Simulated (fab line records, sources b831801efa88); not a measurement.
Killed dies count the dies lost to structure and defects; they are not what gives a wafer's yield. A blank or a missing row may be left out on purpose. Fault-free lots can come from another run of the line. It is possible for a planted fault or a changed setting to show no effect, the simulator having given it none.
What tool caused it?    flow sky130    11 lots with 33 wafers sampled at 6 steps, on a route of 708 steps

## WHAT THE GAUGES READ, wafer by wafer
SKY_RES_PROTECT_TW_MEAS_08.
lot   measured      on             POLY_GATE_TW
L351  day 15 07:11  film_metro-02  3992 3978 3977
L357  day 17 19:47  film_metro-01  3987 3991 3999
L356  day 17 20:04  film_metro-02  3984 3971 3961
L358  day 18 00:25  film_metro-01  3978 4013 3979
L359  day 18 12:25  film_metro-02  3987 4001 3986
L360  day 19 03:47  film_metro-03  3784 3789 3783
L362  day 19 14:11  film_metro-03  3794 3776 3797
L364  day 20 08:46  film_metro-02  3988 3993 3986
L366  day 20 17:46  film_metro-01  3970 3963 3970
L367  day 20 22:26  film_metro-01  3973 3954 3985
L373  day 23 01:13  film_metro-03  4065 4058 4056

SKY_POLY_GATE_THK_MEAS_21.
lot   measured      on             POLY_GATE_OXIDATION_THK (nm)
L351  day 16 15:35  film_metro-03  4.04 4.08 3.98
L357  day 19 07:43  film_metro-03  3.87 3.91 3.96
L356  day 19 08:57  film_metro-03  4.00 3.88 3.91
L358  day 19 12:39  film_metro-03  4.13 4.04 4.05
L359  day 21 04:20  film_metro-03  4.08 4.13 4.16
L360  day 21 06:46  film_metro-04  3.83 3.98 3.91
L362  day 21 06:47  film_metro-01  3.97 4.05 3.99
L364  day 21 15:13  film_metro-04  3.94 4.02 4.10
L366  day 22 05:09  film_metro-01  4.04 3.95 3.97
L367  day 22 09:29  film_metro-01  3.92 3.90 3.98
L373  day 24 09:58  film_metro-03  3.94 4.02 3.87

## WHAT TOOL EACH LOT RAN ON (gives the tool, then ch and the chambers of the sampled wafers, and finally the start)
lot   SKY_RES_PROTECT_SOFTBAKE_03        SKY_POLY_GATE_IMPLANT_02         SKY_RES_PROTECT_STRIP_07              SKY_POLY_GATE_ETCH_16
L351  litho_track-01 ch 0, day 14 18:13  implanter-01 ch 0, day 15 06:58  plasma_asher-03 ch 0,1, day 15 07:06  rie_diel-01 ch 0,2,3, day 16 10:58
L357  litho_track-01 ch 0, day 17 05:01  implanter-04 ch 0, day 17 19:34  plasma_asher-01 ch 0,1, day 17 19:41  rie_diel-02 ch 0,2,3, day 19 06:00
L356  litho_track-03 ch 0, day 17 05:26  implanter-01 ch 0, day 17 19:50  plasma_asher-01 ch 0,1, day 17 19:58  rie_diel-01 ch 0,1,2, day 19 06:39
L358  litho_track-01 ch 0, day 17 09:02  implanter-04 ch 0, day 18 00:11  plasma_asher-01 ch 0, day 18 00:19    rie_diel-02 ch 0,1, day 19 10:00
L359  litho_track-02 ch 0, day 17 22:09  implanter-04 ch 0, day 18 12:12  plasma_asher-03 ch 0,1, day 18 12:19  rie_diel-02 ch 0,1,3, day 21 02:09
L360  litho_track-02 ch 0, day 18 12:39  implanter-04 ch 0, day 19 03:35  plasma_asher-03 ch 0,1, day 19 03:41  rie_diel-01 ch 2,3, day 21 03:38
L362  litho_track-01 ch 0, day 18 23:16  implanter-04 ch 0, day 19 13:58  plasma_asher-03 ch 0,1, day 19 14:05  rie_diel-01 ch 0,2,3, day 21 04:53
L364  litho_track-01 ch 0, day 19 17:20  implanter-02 ch 0, day 20 08:32  plasma_asher-04 ch 0,1, day 20 08:40  rie_diel-03 ch 0,2,3, day 21 13:38
L366  litho_track-02 ch 0, day 20 03:47  implanter-02 ch 0, day 20 17:31  plasma_asher-03 ch 0,1, day 20 17:40  rie_diel-03 ch 1,2, day 22 03:35
L367  litho_track-03 ch 0, day 20 10:29  implanter-02 ch 0, day 20 22:11  plasma_asher-03 ch 0,1, day 20 22:19  rie_diel-03 ch 1,2,3, day 22 07:55
L373  litho_track-01 ch 0, day 22 10:46  implanter-01 ch 0, day 23 00:49  plasma_asher-01 ch 0,1, day 23 01:07  rie_diel-01 ch 0,1,2, day 24 08:25
- SKY_RES_PROTECT_SOFTBAKE_03: time 62.21 s.
- SKY_POLY_GATE_IMPLANT_02
- SKY_RES_PROTECT_STRIP_07: strips in O2/N2.
- SKY_POLY_GATE_ETCH_16: etches Si3N4 in CH3F/O2, stops on poly-Si, time 147.5 s, target depth 75 nm.

## AS READ BY THE TOOLS THEMSELVES (means over the sampled wafers that have a number; for cases with no such wafer, the mark the record gives instead)
SKY_RES_PROTECT_SOFTBAKE_03.
lot   tool            exhaust_pa (Pa)  plate_sensor_t_centre_C (C)  plate_sensor_t_edge_C (C)
L351  litho_track-01  45.1             90.763                       90.828
L357  litho_track-01  44.5             90.760                       90.828
L356  litho_track-03  44.9             90.757                       90.826
L358  litho_track-01  45.6             90.765                       90.829
L359  litho_track-02  45.5             90.757                       90.828
L360  litho_track-02  44.8             90.760                       90.844
L362  litho_track-01  46.1             90.757                       90.823
L364  litho_track-01  46.0             90.754                       90.832
L366  litho_track-02  45.0             90.756                       90.830
L367  litho_track-03  46.1             90.755                       90.829
L373  litho_track-01  45.7             90.755                       90.824

SKY_POLY_GATE_IMPLANT_02.
lot   tool          beam_on_s (s)  dose_ions_cm2  end_station_pressure_torr (Torr)
L351  implanter-01  34.9           7.691e+15      1.09e-05
L357  implanter-04  32.6           7.698e+15      1.15e-05
L356  implanter-01  34.7           7.706e+15      1.01e-05
L358  implanter-04  32.1           7.696e+15      1.17e-05
L359  implanter-04  32.7           7.700e+15      1.19e-05
L360  implanter-04  14.6           3.388e+15      1.45e-05
L362  implanter-04  14.3           3.396e+15      1.46e-05
L364  implanter-02  36.5           7.703e+15      1.05e-05
L366  implanter-02  36.5           7.703e+15      1.05e-05
L367  implanter-02  36.1           7.702e+15      1.05e-05
L373  implanter-01  34.9           7.698e+15      1.08e-05

SKY_RES_PROTECT_STRIP_07.
lot   tool             drypump_motor_current_A (A)  oes_product_au (a.u.)  strip_time_to_endpoint_s (s)
L351  plasma_asher-03  6.0                          0.518                  23.28
L357  plasma_asher-01  5.7                          0.521                  23.29
L356  plasma_asher-01  5.8                          0.512                  23.29
L358  plasma_asher-01  5.9                          0.517                  23.28
L359  plasma_asher-03  6.3                          0.517                  23.27
L360  plasma_asher-03  6.0                          0.563                  20.01
L362  plasma_asher-03  6.0                          0.566                  20.00
L364  plasma_asher-04  5.9                          0.518                  23.29
L366  plasma_asher-03  6.3                          0.515                  23.28
L367  plasma_asher-03  6.0                          0.522                  23.33
L373  plasma_asher-01  5.7                          0.517                  23.32

SKY_POLY_GATE_ETCH_16.
lot   tool         drypump_motor_current_A (A)  oes_product_au (a.u.)  throttle_valve_pct (%)
L351  rie_diel-01  5.6                          0.640                  10.533
L357  rie_diel-02  6.1                          0.642                  10.530
L356  rie_diel-01  5.2                          0.647                  10.530
L358  rie_diel-02  5.9                          0.641                  10.523
L359  rie_diel-02  5.9                          0.641                  10.537
L360  rie_diel-01  5.8                          0.641                  10.531
L362  rie_diel-01  5.6                          0.643                  10.534
L364  rie_diel-03  6.1                          0.639                  10.533
L366  rie_diel-03  6.0                          0.647                  10.545
L367  rie_diel-03  5.8                          0.645                  10.539
L373  rie_diel-01  5.2                          0.639                  10.537

## THE ANSWER, worked out from the rows above alone
Rule: the lots themselves supply what counts as usual. The widest of any qualifying gaps counts: lots, ordered by their means at a reading, are off when they make up no more than a third of the lots, leave a main group of 4 or more, and stand apart from it by 3 or more times the standard deviation of that group's means. A main group whose means are all the same, to the digits that the tables above print for the reading, isn't used. Also off: a lot with no number at a reading for which 4 or more lots have one. Where the step has rows for the other lots, those lots are counted as sound. Order of review: gauges by route order, followed by the tools' own readings, for which a lot's mean as printed above is used. At the first step where some lot is off, the reading lying furthest off is the one used; lots without a number count as furthest.
Off: L360, L362, at SKY_RES_PROTECT_TW_MEAS_08 (POLY_GATE_TW). For the main group the mean is 3991 and the standard deviation 26.
If a tool, at a process step before that reading, ran all the lots that are off and no sound lot after the first of them, it fits. Not tried: the gauges at SKY_RES_PROTECT_TW_MEAS_08; whatever is off there is also off at SKY_POLY_GATE_IMPLANT_02, on other tools, and gauge error can't account for it. One fits: implanter-04 at SKY_POLY_GATE_IMPLANT_02. A fault onset in the window from L359 (day 18 12:12, its last sound lot) to L360 (day 19 03:35, its first lot off) fits.
The tool's own readings at SKY_POLY_GATE_IMPLANT_02 bear it out: on the lots that are off they differ by more than 5 times the standard deviation of the sound lots' means. beam_on_s reads 14.4 s there against 34.6 s on the sound lots; dose_ions_cm2 reads 3.392e+15 there against 7.700e+15 on the sound lots; end_station_pressure_torr reads 1.46e-05 Torr there against 1.09e-05 Torr on the sound lots.

## WHAT WAS PUT IN BY THE SIMULATOR
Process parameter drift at SKY_POLY_GATE_IMPLANT_02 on implanter-04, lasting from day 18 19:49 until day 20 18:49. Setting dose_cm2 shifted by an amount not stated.
Shown lots that were struck: L360, L362. Same finding as the rule above.
